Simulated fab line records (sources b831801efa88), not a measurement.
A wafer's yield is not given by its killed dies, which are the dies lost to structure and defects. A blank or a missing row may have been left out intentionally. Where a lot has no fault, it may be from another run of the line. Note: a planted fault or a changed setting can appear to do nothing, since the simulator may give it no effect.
fab line records ; flow sky130
record lots=14; wafers=40; last-day=50
route steps=708 shown GATE_OXIDE@189 POLY_GATE@218 LDD_N@244
lots that met no fault: taken from a fault-free run of the same line
start-h: start of the lot's first displayed wafer, in hours after the record's first day ; wait-h: hours elapsed since this lot's preceding step ; " as in the row above ; L1.1+2: a single row standing in for several wafers ; - value missing, or start not given ; * or withheld: withheld ; < > ~ a bound
route shown NAME@n: names a module that has steps shown in the file, with the first one's number in the route ; usual: the fault-free wafers' mean and standard deviation ; same: alike in all rows ; chamber/n: place in a boat ; sites: per-site readings ; _std_site: their standard deviation ; _edge_site: mean of outer sites minus mean of inner sites ; radius-mm: for every site, how far away it sits from the centre of the wafer ; mask NAME#n: copy n ; behind: the last tool/chamber to shape the wafer ; hold: why the lot went on hold/how many hours it stayed there/how the hold came to an end ; device: which transistor (n, p or np) failed to switch ; end of line: the route-end tests of the same wafers ; for a step that has no rows: nothing shown but its recipe ; killed: the dies lost at the first sort to structure and to defects; this is not the yield of the wafer ; map: per-die view of a wafer (x killed, . not killed, _ where there is no die)
set.NAME: the run value of the setting; set.NAME@STEP: its run value at that earlier step ; model.NAME: the simulator's own value behind a step, which no gauge read
one table for each step of the route and one row for each wafer, over a sample of lots
services: when a tool's chamber went out of use (start-h, in hours from the record's first day, below 0 if earlier), for how many hours, and the reason
## steps
# step SKY_GATE_OXIDE_THK_MEAS_02
# recipe reads=SiO2_of_GATE_OXIDE_OXIDATION_01
# usual GATE_OXIDE_OXIDATION_00_THK=10.33/0.25
lot.wafer;tool;chamber;start-h;wait-h;GATE_OXIDE_OXIDATION_00_THK[nm]
L969.3;film-metro-02;-;299.31;0.0;10.56
L969.4;film-metro-02;-;299.31;0.0;10.32
L969.6;film-metro-02;-;299.31;0.0;10.47
L971.3;film-metro-03;-;303.79;0.0;10.33
L971.4;film-metro-03;-;303.79;0.0;10.43
L971.5;film-metro-03;-;303.79;0.0;10.42
L975.2;film-metro-02;-;333.56;0.0;10.52
L975.4;film-metro-02;-;333.56;0.0;10.71
L976.1;film-metro-03;-;342.02;0.0;10.66
L976.2;film-metro-03;-;342.02;0.0;10.83
L977.1;film-metro-02;-;347.61;0.0;10.55
L977.4;film-metro-02;-;347.61;0.0;10.37
L977.5;film-metro-02;-;347.61;0.0;10.46
L980.1;film-metro-03;-;373.60;0.1;10.03
L980.4;film-metro-03;-;373.60;0.1;9.82
L980.6;film-metro-03;-;373.60;0.1;10.13
L983.2;film-metro-02;-;400.41;0.0;10.58
L983.3;film-metro-02;-;400.41;0.0;10.48
L983.4;film-metro-02;-;400.41;0.0;10.49
L984.1;film-metro-03;-;410.50;0.0;10.28
L984.3;film-metro-03;-;410.50;0.0;10.34
L984.6;film-metro-03;-;410.50;0.0;10.23
L986.2;film-metro-02;-;423.05;0.0;10.39
L986.3;film-metro-02;-;423.05;0.0;10.21
L986.6;film-metro-02;-;423.05;0.0;10.33
L988.2;film-metro-03;-;436.63;0.0;10.35
L988.5;film-metro-03;-;436.63;0.0;10.25
L988.6;film-metro-03;-;436.63;0.0;10.57
L989.2;film-metro-03;-;445.93;0.0;10.37
L989.4;film-metro-03;-;445.93;0.0;10.53
L989.6;film-metro-03;-;445.93;0.0;10.20
L990.2;film-metro-03;-;458.15;0.0;10.05
L990.4;film-metro-03;-;458.15;0.0;10.06
L990.5;film-metro-03;-;458.15;0.0;10.13
L992.1;film-metro-03;-;464.77;0.0;10.05
L992.4;film-metro-03;-;464.77;0.0;10.26
L992.5;film-metro-03;-;464.77;0.0;10.33
L991.1;film-metro-02;-;466.18;0.0;9.94
L991.2;film-metro-02;-;466.18;0.0;9.78
L991.4;film-metro-02;-;466.18;0.0;10.05
# step SKY_POLY_GATE_THK_MEAS_04
# recipe reads=Si3N4_of_POLY_GATE_CVD_03
# usual POLY_GATE_CVD_03_THK=75.1/0.63
lot.wafer;tool;chamber;start-h;wait-h;POLY_GATE_CVD_03_THK[nm]
L969.3;film-metro-01;-;358.49;0.0;75.2
L969.4;film-metro-01;-;358.49;0.0;75.4
L969.6;film-metro-01;-;358.49;0.0;76.1
L971.3;film-metro-03;-;364.94;0.0;75.8
L971.4;film-metro-03;-;364.94;0.0;75.3
L971.5;film-metro-03;-;364.94;0.0;75.1
L975.2;film-metro-03;-;403.14;0.0;75.3
L975.4;film-metro-03;-;403.14;0.0;75.8
L977.1;film-metro-01;-;412.80;0.0;74.3
L977.4;film-metro-01;-;412.80;0.0;74.5
L977.5;film-metro-01;-;412.80;0.0;74.4
L976.1;film-metro-03;-;412.83;0.1;74.8
L976.2;film-metro-03;-;412.83;0.1;74.2
L980.1;film-metro-03;-;438.84;0.0;75.0
L980.4;film-metro-03;-;438.84;0.0;75.5
L980.6;film-metro-03;-;438.84;0.0;75.8
L983.2;film-metro-01;-;467.43;0.0;74.5
L983.3;film-metro-01;-;467.43;0.0;74.5
L983.4;film-metro-01;-;467.43;0.0;74.0
L984.1;film-metro-01;-;479.09;0.0;76.5
L984.3;film-metro-01;-;479.09;0.0;76.8
L984.6;film-metro-01;-;479.09;0.0;76.4
L986.2;film-metro-01;-;490.88;0.0;75.2
L986.3;film-metro-01;-;490.88;0.0;74.9
L986.6;film-metro-01;-;490.88;0.0;74.7
L988.2;film-metro-01;-;502.47;0.0;74.7
L988.5;film-metro-01;-;502.47;0.0;74.3
L988.6;film-metro-01;-;502.47;0.0;74.0
L989.2;film-metro-03;-;512.44;0.0;75.9
L989.4;film-metro-03;-;512.44;0.0;76.2
L989.6;film-metro-03;-;512.44;0.0;75.5
L990.2;film-metro-03;-;524.62;0.1;75.7
L990.4;film-metro-03;-;524.62;0.1;75.6
L990.5;film-metro-03;-;524.62;0.1;75.6
L992.1;film-metro-03;-;530.59;0.0;75.2
L992.4;film-metro-03;-;530.59;0.0;75.7
L992.5;film-metro-03;-;530.59;0.0;75.5
L991.1;film-metro-01;-;533.26;0.0;76.3
L991.2;film-metro-01;-;533.26;0.0;75.1
L991.4;film-metro-01;-;533.26;0.0;75.3
# step SKY_POLY_GATE_ETCH_17
# recipe target-depth-nm=180; stop-on=SiO2; over-etch-frac=0.56667; chemistry=HBr/Cl2; target=poly-Si; icp-w=400; bias-w=100; pressure-mtorr=10; HBr_flow_sccm=150; Cl2_flow_sccm=50; time-s=70.5
# usual drypump-motor-current-A=5.8/0.48; oes-product-au=0.986/0.0071; throttle-valve-pct=33.684/0.0084
# same time-s=70.5
lot.wafer;tool;chamber;start-h;wait-h;drypump-motor-current-A;oes-product-au;rf-hours-counter-h;throttle-valve-pct
L969.3;rie-si-02;1;386.18;0.0;5.8;0.985;7;33.692
L969.4;rie-si-02;3;386.18;0.0;4.7;0.975;-;33.686
L969.6;rie-si-02;0;386.18;0.0;6.0;0.987;-;33.682
L971.3;rie-si-01;2;392.45;0.0;5.7;0.987;10;33.695
L971.4;rie-si-01;3;392.45;0.0;6.2;0.992;29;33.679
L971.5;rie-si-01;0;392.45;0.0;5.5;0.979;-;33.686
L975.2;rie-si-01;2;434.18;0.0;5.7;0.989;10;33.682
L975.4;rie-si-01;3;434.18;0.0;6.2;0.849;29;33.674
L977.1;rie-si-02;0;444.08;0.0;6.0;0.979;68;33.675
L977.4;rie-si-02;1;444.08;0.0;5.8;0.991;8;33.677
L977.5;rie-si-02;1;444.08;0.0;5.8;0.988;-;33.686
L976.1;rie-si-01;2;444.73;0.0;5.7;0.865;10;33.679
L976.2;rie-si-01;3;444.73;0.0;6.2;0.978;29;33.702
L980.1;rie-si-02;0;470.35;0.0;6.0;0.990;0;33.674
L980.4;rie-si-02;3;470.35;0.0;4.7;0.983;2;33.697
L980.6;rie-si-02;0;470.35;0.0;6.0;0.996;-;33.689
L983.2;rie-si-02;2;498.30;0.0;6.4;0.995;5;33.688
L983.3;rie-si-02;1;498.30;0.0;5.8;0.981;8;33.681
L983.4;rie-si-02;0;498.30;0.0;5.9;1.000;0;33.678
L984.1;rie-si-02;3;510.07;0.0;4.7;0.992;3;33.681
L984.3;rie-si-02;1;510.07;0.0;5.8;0.997;8;33.685
L984.6;rie-si-02;3;510.07;0.0;4.7;0.982;-;33.694
L986.2;rie-si-01;3;522.10;0.0;6.2;0.984;30;33.693
L986.3;rie-si-01;0;522.10;0.0;5.5;0.980;2;33.680
L986.6;rie-si-01;2;522.10;0.0;5.7;0.982;-;33.681
L988.2;rie-si-01;2;533.77;0.0;5.7;0.975;11;33.701
L988.5;rie-si-01;3;533.77;0.0;6.2;0.986;-;33.690
L988.6;rie-si-01;0;533.77;0.0;5.5;0.988;-;33.685
L989.2;rie-si-02;0;542.97;0.0;6.0;0.989;0;33.688
L989.4;rie-si-02;3;542.97;0.0;4.7;0.989;3;33.678
L989.6;rie-si-02;1;542.97;0.0;5.8;0.986;-;33.693
L990.2;rie-si-01;3;555.40;0.0;6.3;0.988;30;33.678
L990.4;rie-si-01;1;555.40;0.0;6.1;0.991;1;33.681
L990.5;rie-si-01;3;555.40;0.0;6.2;0.990;-;33.675
L992.1;rie-si-02;1;560.47;0.0;5.8;0.975;8;33.677
L992.4;rie-si-02;0;560.47;0.0;6.0;0.977;0;33.694
L992.5;rie-si-02;3;560.47;0.0;4.7;0.969;-;33.696
L991.1;rie-si-01;2;563.97;0.0;5.7;0.997;11;33.685
L991.2;rie-si-01;0;563.97;0.0;5.5;1.000;2;33.690
L991.4;rie-si-01;1;563.97;0.0;6.1;0.986;1;33.684
# step SKY_POLY_GATE_STRIP_18
# recipe chemistry=O2/N2; power-w=1400; pressure-mtorr=1500; platen-temp-c=withheld; o2-flow-sccm=3000; n2-flow-sccm=300; overash-fraction=0.5
# usual drypump-motor-current-A=5.88/0.25; n2-flow-sccm=299.7/0.91; oes-product-au=0.361/0.0045; strip-time-to-endpoint-s=3.170/0.03
lot.wafer;tool;chamber;start-h;wait-h;drypump-motor-current-A;n2-flow-sccm;oes-product-au;rf-hours-counter-h;strip-time-to-endpoint-s
L969.3;plasma-asher-02;0;386.27;0.1;5.87;299.3;0.356;-;3.154
L969.4;plasma-asher-02;1;386.27;0.1;5.79;300.7;0.359;-;3.146
L969.6;plasma-asher-02;1;386.27;0.1;5.79;299.6;0.360;-;3.187
L971.3;plasma-asher-03;0;392.54;0.1;6.09;300.0;0.366;-;3.143
L971.4;plasma-asher-03;1;392.54;0.1;5.31;299.2;0.359;-;3.148
L971.5;plasma-asher-03;1;392.54;0.1;5.32;301.0;0.367;-;3.175
L975.2;plasma-asher-03;1;434.23;0.0;5.32;299.9;0.350;79;3.143
L975.4;plasma-asher-03;1;434.23;0.0;5.33;299.5;0.376;-;3.377
L977.1;plasma-asher-02;0;444.13;0.0;5.85;301.4;0.359;30;3.197
L977.4;plasma-asher-02;1;444.13;0.0;5.75;299.6;0.359;-;3.203
L977.5;plasma-asher-02;1;444.13;0.0;5.74;299.2;0.357;-;3.160
L976.1;plasma-asher-01;1;444.78;0.0;6.24;301.1;0.372;2;3.375
L976.2;plasma-asher-01;0;444.78;0.0;5.90;301.6;0.360;2;3.236
L980.1;plasma-asher-02;1;470.40;0.0;5.77;299.2;0.363;33;3.136
L980.4;plasma-asher-02;1;470.40;0.0;5.74;299.2;0.355;-;3.126
L980.6;plasma-asher-02;1;470.40;0.0;5.76;299.6;0.354;-;3.120
L983.2;plasma-asher-03;1;498.35;0.0;5.33;298.8;0.361;86;3.198
L983.3;plasma-asher-03;1;498.35;0.0;5.32;298.9;0.360;-;3.142
L983.4;plasma-asher-03;0;498.35;0.0;6.05;300.2;0.364;-;3.191
L984.1;plasma-asher-02;0;510.13;0.0;5.86;298.8;0.355;37;3.209
L984.3;plasma-asher-02;0;510.13;0.0;5.83;300.5;0.366;-;3.209
L984.6;plasma-asher-02;0;510.13;0.0;5.84;300.8;0.360;-;3.179
L986.2;plasma-asher-02;0;522.15;0.0;5.88;301.3;0.358;38;3.182
L986.3;plasma-asher-02;1;522.15;0.0;5.74;301.9;0.363;-;3.185
L986.6;plasma-asher-02;1;522.15;0.0;5.73;299.4;0.358;-;3.176
L988.2;plasma-asher-01;0;533.83;0.0;5.89;298.5;0.365;11;3.186
L988.5;plasma-asher-01;1;533.83;0.0;6.19;299.6;0.358;-;3.159
L988.6;plasma-asher-01;0;533.83;0.0;5.91;299.0;0.366;-;3.186
L989.2;plasma-asher-03;1;543.03;0.0;5.31;298.8;0.356;90;3.181
L989.4;plasma-asher-03;1;543.03;0.0;5.31;299.0;0.357;-;3.133
L989.6;plasma-asher-03;1;543.03;0.0;5.32;298.9;0.358;-;3.137
L990.2;plasma-asher-01;1;555.45;0.0;6.20;300.4;0.370;13;3.203
L990.4;plasma-asher-01;1;555.45;0.0;6.22;298.8;0.359;-;3.122
L990.5;plasma-asher-01;0;555.45;0.0;5.91;298.4;0.366;-;3.160
L992.1;plasma-asher-01;0;560.53;0.0;5.91;298.9;0.364;13;3.199
L992.4;plasma-asher-01;0;560.53;0.0;5.92;299.0;0.355;-;3.185
L992.5;plasma-asher-01;1;560.53;0.0;6.22;300.0;0.353;-;3.155
L991.1;plasma-asher-01;0;564.03;0.0;5.91;298.4;0.366;14;3.120
L991.2;plasma-asher-01;1;564.03;0.0;6.21;300.6;0.364;14;3.151
L991.4;plasma-asher-01;1;564.03;0.0;6.22;299.8;0.361;-;3.167
# step SKY_LDD_N_OVL_MEAS_07
# usual LDD_N_OVL=1.1/1.3
lot.wafer;tool;chamber;start-h;wait-h;LDD_N_OVL[nm]
L969.3;overlay-01;-;420.75;0.1;-0.5
L969.4;overlay-01;-;420.75;0.1;-0.6
L969.6;overlay-01;-;420.75;0.1;-0.8
L971.3;overlay-01;-;426.27;0.1;2.1
L971.4;overlay-01;-;426.27;0.1;1.0
L971.5;overlay-01;-;426.27;0.1;2.0
L975.2;overlay-02;-;469.19;0.1;3.3
L975.4;overlay-02;-;469.19;0.1;2.3
L977.1;overlay-02;-;477.16;0.1;1.3
L977.4;overlay-02;-;477.16;0.1;0.4
L977.5;overlay-02;-;477.16;0.1;0.7
L976.1;overlay-01;-;478.00;0.1;-1.2
L976.2;overlay-01;-;478.00;0.1;2.2
L980.1;overlay-02;-;502.60;0.1;1.5
L980.4;overlay-02;-;502.60;0.1;3.1
L980.6;overlay-02;-;502.60;0.1;2.2
L983.2;overlay-02;-;530.06;0.1;0.4
L983.3;overlay-02;-;530.06;0.1;-0.1
L983.4;overlay-02;-;530.06;0.1;-1.3
L984.1;overlay-01;-;542.20;0.1;-0.6
L984.3;overlay-01;-;542.20;0.1;0.0
L984.6;overlay-01;-;542.20;0.1;-1.2
L986.2;overlay-02;-;554.20;0.1;0.7
L986.3;overlay-02;-;554.20;0.1;3.4
L986.6;overlay-02;-;554.20;0.1;2.0
L988.2;overlay-01;-;564.29;0.1;-2.0
L988.5;overlay-01;-;564.29;0.1;-0.9
L988.6;overlay-01;-;564.29;0.1;0.6
L989.2;overlay-01;-;574.26;0.1;0.4
L989.4;overlay-01;-;574.26;0.1;2.3
L989.6;overlay-01;-;574.26;0.1;1.8
L990.2;overlay-02;-;587.29;0.1;1.0
L990.4;overlay-02;-;587.29;0.1;2.9
L990.5;overlay-02;-;587.29;0.1;2.1
L992.1;overlay-02;-;591.99;0.1;2.8
L992.4;overlay-02;-;591.99;0.1;1.4
L992.5;overlay-02;-;591.99;0.1;2.1
L991.1;overlay-01;-;594.99;0.1;-0.6
L991.2;overlay-01;-;594.99;0.1;-1.3
L991.4;overlay-01;-;594.99;0.1;-1.2
## services
tool;chamber;start-h;hours;kind
rie-si-02;2;382.23;4.8;repair
plasma-asher-01;-;421.25;9.0;pm
plasma-asher-01;0;421.25;9.0;vent-cycle
plasma-asher-01;1;421.25;9.0;vent-cycle
plasma-asher-02;-;427.56;5.8;repair
plasma-asher-01;0;430.25;-;clean
plasma-asher-01;1;430.25;-;clean
rie-si-02;0;445.10;-;clean
rie-si-02;0;445.10;15.5;scheduled-down
rie-si-02;0;445.10;15.5;vent-cycle
rie-si-02;3;446.66;6.6;repair
rie-si-01;-;488.06;4.3;pm
rie-si-02;0;510.77;4.4;repair
plasma-asher-01;-;518.98;3.6;repair
plasma-asher-02;-;527.09;2.8;pm
rie-si-01;-;538.83;14.6;pm
## key
first-sign step=SKY_POLY_GATE_ETCH_17; reading=oes-product-au; direction=down; sigmas=18; usual=0.986; struck=0.857
effect step=SKY_POLY_GATE_STRIP_18; reading=strip-time-to-endpoint-s; direction=up; sigmas=6.9; usual=*; struck=*
met-at SKY_POLY_GATE_ETCH_17
struck-lots L975,L976
struck-wafers L975.4,L976.1
later-rows-left-out L975.4,L976.1
sort-left-out L975.4,L976.1
tester-left-out L975,L976
not-acting-at SKY_GATE_OXIDE_THK_MEAS_02,SKY_POLY_GATE_THK_MEAS_04,SKY_LDD_N_OVL_MEAS_07
onset-between 392.45 434.18
fault kind=process-parameter-drift; tool=rie-si-01; chamber=-; onset-h=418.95; steps=SKY_POLY_GATE_ETCH_17; channel=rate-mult; offset=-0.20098; shape=step; end-h=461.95; scope=struck-wafers-only
# tester-left-out: of these lots the tester's yield and bins aren't shown, on N5 and GAA mostly nor the transistor test; their killed dies are dies lost to structure and defects alone, not to doping, threshold or leakage, so they don't give the yield
# sort-left-out: the simulated sort isn't trusted on such a fault, so these wafers' sort isn't shown, and their yield isn't known
# later-rows-left-out: the simulator's readings of these wafers behind a module that went badly wrong aren't trusted and aren't shown, but for the sort
